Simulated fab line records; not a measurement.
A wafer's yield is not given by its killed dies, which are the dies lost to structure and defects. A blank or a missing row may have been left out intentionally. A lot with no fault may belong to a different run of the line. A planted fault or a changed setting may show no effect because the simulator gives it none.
Which tool was responsible? :: flow sky130 :: 33 wafers from 11 lots sampled at 6 of the route's 708 steps

== WHAT EACH GAUGE READ, for each wafer ==
SKY_POLY_GATE_THK_MEAS_01.
lot: L133
measured: day 14 08:53
on: film-metro-03
POLY_GATE_CVD_00_THK (nm): 180.9 180.3 181.6

lot: L134
measured: day 14 18:01
on: film-metro-04
POLY_GATE_CVD_00_THK (nm): 180.4 181.4 179.8

lot: L136
measured: day 16 02:47
on: film-metro-02
POLY_GATE_CVD_00_THK (nm): 180.9 179.2 180.9

lot: L138
measured: day 16 02:49
on: film-metro-04
POLY_GATE_CVD_00_THK (nm): 179.8 179.6 178.5

lot: L140
measured: day 17 15:23
on: film-metro-04
POLY_GATE_CVD_00_THK (nm): 135.0 133.7 133.8

lot: L141
measured: day 17 15:23
on: film-metro-02
POLY_GATE_CVD_00_THK (nm): 136.7 135.2 136.1

lot: L151
measured: day 21 00:34
on: film-metro-02
POLY_GATE_CVD_00_THK (nm): 179.4 179.3 179.0

lot: L152
measured: day 21 02:22
on: film-metro-03
POLY_GATE_CVD_00_THK (nm): 179.4 180.9 180.0

lot: L153
measured: day 21 11:22
on: film-metro-02
POLY_GATE_CVD_00_THK (nm): 180.4 180.0 180.1

lot: L154
measured: day 21 23:59
on: film-metro-04
POLY_GATE_CVD_00_THK (nm): 178.8 180.9 180.2

lot: L155
measured: day 22 04:31
on: film-metro-02
POLY_GATE_CVD_00_THK (nm): 182.3 182.3 182.4

SKY_LI_CONTACT_CD_MEAS_12: the cd target is 170 nm.
lot: L133
measured: day 29 15:28
on: cd-sem-01
cd-nm (nm): 171.6 170.0 170.2

lot: L134
measured: day 30 02:50
on: cd-sem-02
cd-nm (nm): 171.3 170.9 170.1

lot: L136
measured: day 31 07:38
on: cd-sem-02
cd-nm (nm): 171.7 171.4 172.4

lot: L138
measured: day 31 08:10
on: cd-sem-02
cd-nm (nm): 168.6 168.7 169.8

lot: L140
measured: day 32 22:17
on: cd-sem-01
cd-nm (nm): 170.4 170.0 169.5

lot: L141
measured: day 32 19:32
on: cd-sem-02
cd-nm (nm): 170.1 171.1 171.1

lot: L151
measured: day 35 17:04
on: cd-sem-02
cd-nm (nm): 171.1 170.9 171.4

lot: L152
measured: day 35 21:07
on: cd-sem-02
cd-nm (nm): 169.9 169.9 169.6

lot: L153
measured: day 36 02:50
on: cd-sem-01
cd-nm (nm): 169.2 169.9 170.1

lot: L154
measured: day 36 12:40
on: cd-sem-01
cd-nm (nm): 172.3 171.7 172.5

lot: L155
measured: day 36 16:32
on: cd-sem-02
cd-nm (nm): 170.4 171.1 170.2

== TOOL THAT RAN EACH LOT (tool first, then ch and the chambers of the sampled wafers, then the start) ==
lot: L133
SKY_FIELD_ISO_ETCH_15: rie-diel-03 ch 1,2,3, day 2 10:08
SKY_NWELL_RTA_28: rtp-anneal-02 ch 0, day 5 15:03
SKY_POLY_GATE_CVD_00: lpcvd-01 ch 0, day 14 07:41
SKY_POLY_GATE_ETCH_17: rie-si-02 ch 1,2,3, day 16 16:18

lot: L134
SKY_FIELD_ISO_ETCH_15: rie-diel-03 ch 0,2,3, day 2 15:30
SKY_NWELL_RTA_28: rtp-anneal-02 ch 0, day 5 19:43
SKY_POLY_GATE_CVD_00: lpcvd-01 ch 0, day 14 16:49
SKY_POLY_GATE_ETCH_17: rie-si-01 ch 0,1, day 17 01:42

lot: L136
SKY_FIELD_ISO_ETCH_15: rie-diel-01 ch 1,2, day 3 02:53
SKY_NWELL_RTA_28: rtp-anneal-01 ch 0, day 6 10:50
SKY_POLY_GATE_CVD_00: lpcvd-01 ch 1, day 16 00:59
SKY_POLY_GATE_ETCH_17: rie-si-02 ch 0,1, day 18 13:53

lot: L138
SKY_FIELD_ISO_ETCH_15: rie-diel-03 ch 0,1,2, day 3 11:36
SKY_NWELL_RTA_28: rtp-anneal-01 ch 0, day 6 19:22
SKY_POLY_GATE_CVD_00: lpcvd-01 ch 0, day 16 00:59
SKY_POLY_GATE_ETCH_17: rie-si-01 ch 0,1, day 18 14:14

lot: L140
SKY_FIELD_ISO_ETCH_15: rie-diel-01 ch 0,1,2, day 3 22:06
SKY_NWELL_RTA_28: rtp-anneal-01 ch 0, day 7 08:44
SKY_POLY_GATE_CVD_00: lpcvd-01 ch 0, day 17 14:11
SKY_POLY_GATE_ETCH_17: rie-si-01 ch 0,1,2, day 20 08:06

lot: L141
SKY_FIELD_ISO_ETCH_15: rie-diel-03 ch 0,1,2, day 4 03:00
SKY_NWELL_RTA_28: rtp-anneal-02 ch 0, day 7 13:38
SKY_POLY_GATE_CVD_00: lpcvd-01 ch 0, day 17 14:11
SKY_POLY_GATE_ETCH_17: rie-si-02 ch 1,2, day 20 07:53

lot: L151
SKY_FIELD_ISO_ETCH_15: rie-diel-04 ch 2,3, day 6 08:54
SKY_NWELL_RTA_28: rtp-anneal-02 ch 0, day 10 05:45
SKY_POLY_GATE_CVD_00: lpcvd-01 ch 1, day 20 23:21
SKY_POLY_GATE_ETCH_17: rie-si-02 ch 1,2, day 23 17:03

lot: L152
SKY_FIELD_ISO_ETCH_15: rie-diel-03 ch 1,2,3, day 6 15:14
SKY_NWELL_RTA_28: rtp-anneal-01 ch 0, day 10 11:01
SKY_POLY_GATE_CVD_00: lpcvd-01 ch 0, day 21 00:33
SKY_POLY_GATE_ETCH_17: rie-si-01 ch 1,2,3, day 23 19:00

lot: L153
SKY_FIELD_ISO_ETCH_15: rie-diel-03 ch 0,2,3, day 6 18:35
SKY_NWELL_RTA_28: rtp-anneal-02 ch 0, day 10 16:17
SKY_POLY_GATE_CVD_00: lpcvd-01 ch 1, day 21 10:10
SKY_POLY_GATE_ETCH_17: rie-si-02 ch 0,2,3, day 24 02:48

lot: L154
SKY_FIELD_ISO_ETCH_15: rie-diel-04 ch 2,3, day 7 02:39
SKY_NWELL_RTA_28: rtp-anneal-02 ch 0, day 11 00:58
SKY_POLY_GATE_CVD_00: lpcvd-01 ch 0, day 21 22:46
SKY_POLY_GATE_ETCH_17: rie-si-01 ch 0,3, day 24 15:26

lot: L155
SKY_FIELD_ISO_ETCH_15: rie-diel-01 ch 2,3, day 7 07:15
SKY_NWELL_RTA_28: rtp-anneal-01 ch 0, day 11 09:08
SKY_POLY_GATE_CVD_00: lpcvd-01 ch 1, day 22 03:19
SKY_POLY_GATE_ETCH_17: rie-si-02 ch 0,1, day 24 19:26
- SKY_FIELD_ISO_ETCH_15: etches the open film in CHF3/O2, stops on Si, target depth 180 nm, time 72 s.
- SKY_NWELL_RTA_28: time 30 s.
- SKY_POLY_GATE_CVD_00: deposits poly-Si, target thk 180 nm, time 720 s.
- SKY_POLY_GATE_ETCH_17: etches poly-Si in HBr/Cl2, stops on SiO2, target depth 180 nm, time 70.5 s.

== AS READ BY THE TOOLS THEMSELVES (means over the sampled wafers that have a number; for cases with no such wafer, the mark the record gives instead) ==
SKY_FIELD_ISO_ETCH_15.
lot: L133
tool: rie-diel-03
bias-w (W): 200.3
drypump-motor-current-A (A): 5.8
oes-product-au (a.u.): 0.941
throttle-valve-pct (%): 8.843

lot: L134
tool: rie-diel-03
bias-w (W): 199.4
drypump-motor-current-A (A): 6.1
oes-product-au (a.u.): 0.948
throttle-valve-pct (%): 8.843

lot: L136
tool: rie-diel-01
bias-w (W): 200.0
drypump-motor-current-A (A): 5.8
oes-product-au (a.u.): 0.955
throttle-valve-pct (%): 8.849

lot: L138
tool: rie-diel-03
bias-w (W): 199.9
drypump-motor-current-A (A): 5.7
oes-product-au (a.u.): 0.948
throttle-valve-pct (%): 8.847

lot: L140
tool: rie-diel-01
bias-w (W): 199.9
drypump-motor-current-A (A): 6.1
oes-product-au (a.u.): 0.953
throttle-valve-pct (%): 8.848

lot: L141
tool: rie-diel-03
bias-w (W): 200.0
drypump-motor-current-A (A): 5.7
oes-product-au (a.u.): 0.952
throttle-valve-pct (%): 8.849

lot: L151
tool: rie-diel-04
bias-w (W): 199.8
drypump-motor-current-A (A): 5.3
oes-product-au (a.u.): 0.945
throttle-valve-pct (%): 8.838

lot: L152
tool: rie-diel-03
bias-w (W): 200.1
drypump-motor-current-A (A): 5.7
oes-product-au (a.u.): 0.942
throttle-valve-pct (%): 8.847

lot: L153
tool: rie-diel-03
bias-w (W): 199.8
drypump-motor-current-A (A): 6.1
oes-product-au (a.u.): 0.956
throttle-valve-pct (%): 8.850

lot: L154
tool: rie-diel-04
bias-w (W): 200.1
drypump-motor-current-A (A): 5.2
oes-product-au (a.u.): 0.944
throttle-valve-pct (%): 8.855

lot: L155
tool: rie-diel-01
bias-w (W): 199.1
drypump-motor-current-A (A): 5.2
oes-product-au (a.u.): 0.945
throttle-valve-pct (%): 8.841

SKY_NWELL_RTA_28.
lot: L133
tool: rtp-anneal-02
chamber-o2-ppm: 1.994
lamp-power-pct (%): 25.28
wafer_temp_C_max: 1055.9

lot: L134
tool: rtp-anneal-02
chamber-o2-ppm: 1.999
lamp-power-pct (%): 25.29
wafer_temp_C_max: 1055.6

lot: L136
tool: rtp-anneal-01
chamber-o2-ppm: 1.993
lamp-power-pct (%): 25.31
wafer_temp_C_max: 1055.3

lot: L138
tool: rtp-anneal-01
chamber-o2-ppm: 1.955
lamp-power-pct (%): 25.33
wafer_temp_C_max: 1054.6

lot: L140
tool: rtp-anneal-01
chamber-o2-ppm: 1.989
lamp-power-pct (%): 25.30
wafer_temp_C_max: 1055.1

lot: L141
tool: rtp-anneal-02
chamber-o2-ppm: 2.007
lamp-power-pct (%): 25.34
wafer_temp_C_max: 1054.9

lot: L151
tool: rtp-anneal-02
chamber-o2-ppm: 2.033
lamp-power-pct (%): 25.25
wafer_temp_C_max: 1055.6

lot: L152
tool: rtp-anneal-01
chamber-o2-ppm: 2.016
lamp-power-pct (%): 25.32
wafer_temp_C_max: 1054.7

lot: L153
tool: rtp-anneal-02
chamber-o2-ppm: 2.009
lamp-power-pct (%): 25.30
wafer_temp_C_max: 1054.7

lot: L154
tool: rtp-anneal-02
chamber-o2-ppm: 1.992
lamp-power-pct (%): 25.29
wafer_temp_C_max: 1054.2

lot: L155
tool: rtp-anneal-01
chamber-o2-ppm: 2.000
lamp-power-pct (%): 25.31
wafer_temp_C_max: 1055.1

SKY_POLY_GATE_CVD_00.
lot: L133
tool: lpcvd-01
spike-tc-upper-C (C): 621.0
susceptor-temp-C (C): 620.07

lot: L134
tool: lpcvd-01
spike-tc-upper-C (C): 621.5
susceptor-temp-C (C): 620.28

lot: L136
tool: lpcvd-01
spike-tc-upper-C (C): 620.2
susceptor-temp-C (C): 619.53

lot: L138
tool: lpcvd-01
spike-tc-upper-C (C): 620.7
susceptor-temp-C (C): 620.13

lot: L140
tool: lpcvd-01
spike-tc-upper-C (C): 620.5
susceptor-temp-C (C): 619.95

lot: L141
tool: lpcvd-01
spike-tc-upper-C (C): 620.8
susceptor-temp-C (C): 620.15

lot: L151
tool: lpcvd-01
spike-tc-upper-C (C): 619.9
susceptor-temp-C (C): 619.98

lot: L152
tool: lpcvd-01
spike-tc-upper-C (C): 620.6
susceptor-temp-C (C): 620.53

lot: L153
tool: lpcvd-01
spike-tc-upper-C (C): 620.6
susceptor-temp-C (C): 619.94

lot: L154
tool: lpcvd-01
spike-tc-upper-C (C): 620.8
susceptor-temp-C (C): 619.96

lot: L155
tool: lpcvd-01
spike-tc-upper-C (C): 620.5
susceptor-temp-C (C): 620.11

SKY_POLY_GATE_ETCH_17.
lot: L133
tool: rie-si-02
bias-w (W): 100.42
drypump-motor-current-A (A): 5.7
oes-product-au (a.u.): 0.994
throttle-valve-pct (%): 33.676

lot: L134
tool: rie-si-01
bias-w (W): 99.80
drypump-motor-current-A (A): 5.8
oes-product-au (a.u.): 0.988
throttle-valve-pct (%): 33.678

lot: L136
tool: rie-si-02
bias-w (W): 100.06
drypump-motor-current-A (A): 4.8
oes-product-au (a.u.): 0.989
throttle-valve-pct (%): 33.695

lot: L138
tool: rie-si-01
bias-w (W): 99.96
drypump-motor-current-A (A): 5.9
oes-product-au (a.u.): 0.989
throttle-valve-pct (%): 33.682

lot: L140
tool: rie-si-01
bias-w (W): 99.72
drypump-motor-current-A (A): 5.8
oes-product-au (a.u.): 0.813
throttle-valve-pct (%): 33.691

lot: L141
tool: rie-si-02
bias-w (W): 100.31
drypump-motor-current-A (A): 5.1
oes-product-au (a.u.): 0.822
throttle-valve-pct (%): 33.694

lot: L151
tool: rie-si-02
bias-w (W): 100.01
drypump-motor-current-A (A): 5.2
oes-product-au (a.u.): 0.987
throttle-valve-pct (%): 33.689

lot: L152
tool: rie-si-01
bias-w (W): 99.93
drypump-motor-current-A (A): 5.9
oes-product-au (a.u.): 0.983
throttle-valve-pct (%): 33.683

lot: L153
tool: rie-si-02
bias-w (W): 100.11
drypump-motor-current-A (A): 5.6
oes-product-au (a.u.): 0.990
throttle-valve-pct (%): 33.689

lot: L154
tool: rie-si-01
bias-w (W): 99.78
drypump-motor-current-A (A): 5.8
oes-product-au (a.u.): 0.986
throttle-valve-pct (%): 33.680

lot: L155
tool: rie-si-02
bias-w (W): 100.18
drypump-motor-current-A (A): 4.9
oes-product-au (a.u.): 0.999
throttle-valve-pct (%): 33.681

== THE ANSWER, worked out from the rows above alone ==
Rule: the lots themselves supply what counts as usual. The widest of any qualifying gaps counts: lots, ordered by their means at a reading, are off when they make up no more than a third of the lots, leave a main group of 4 or more, and stand apart from it by 3 or more times the standard deviation of that group's means. Not used: any main group whose means are identical at the precision the tables above print for the reading. A lot without any number at a reading at which 4 lots or more have one is off too. All remaining lots with rows at the step are treated as sound. First the gauges in route order, then the tools' own readings, where a lot's mean is used as printed above. The first step at which some lot is off is used, and at that step the reading that is off furthest; a lot without a number counts as furthest.
Off: L140, L141, seen at SKY_POLY_GATE_THK_MEAS_01 (POLY_GATE_CVD_00_THK). Main group: mean 180.3 nm, sd 0.88.
A tool fits if, at a process step before that reading, it ran every lot that is off, and no sound lot after the first of them. Not tried: the gauges at SKY_POLY_GATE_THK_MEAS_01; whatever is off there is also off at SKY_POLY_GATE_ETCH_17, on other tools, and gauge error can't account for it. Of those tried, none fits.

== WHAT THE SIMULATOR HAD PUT IN ==
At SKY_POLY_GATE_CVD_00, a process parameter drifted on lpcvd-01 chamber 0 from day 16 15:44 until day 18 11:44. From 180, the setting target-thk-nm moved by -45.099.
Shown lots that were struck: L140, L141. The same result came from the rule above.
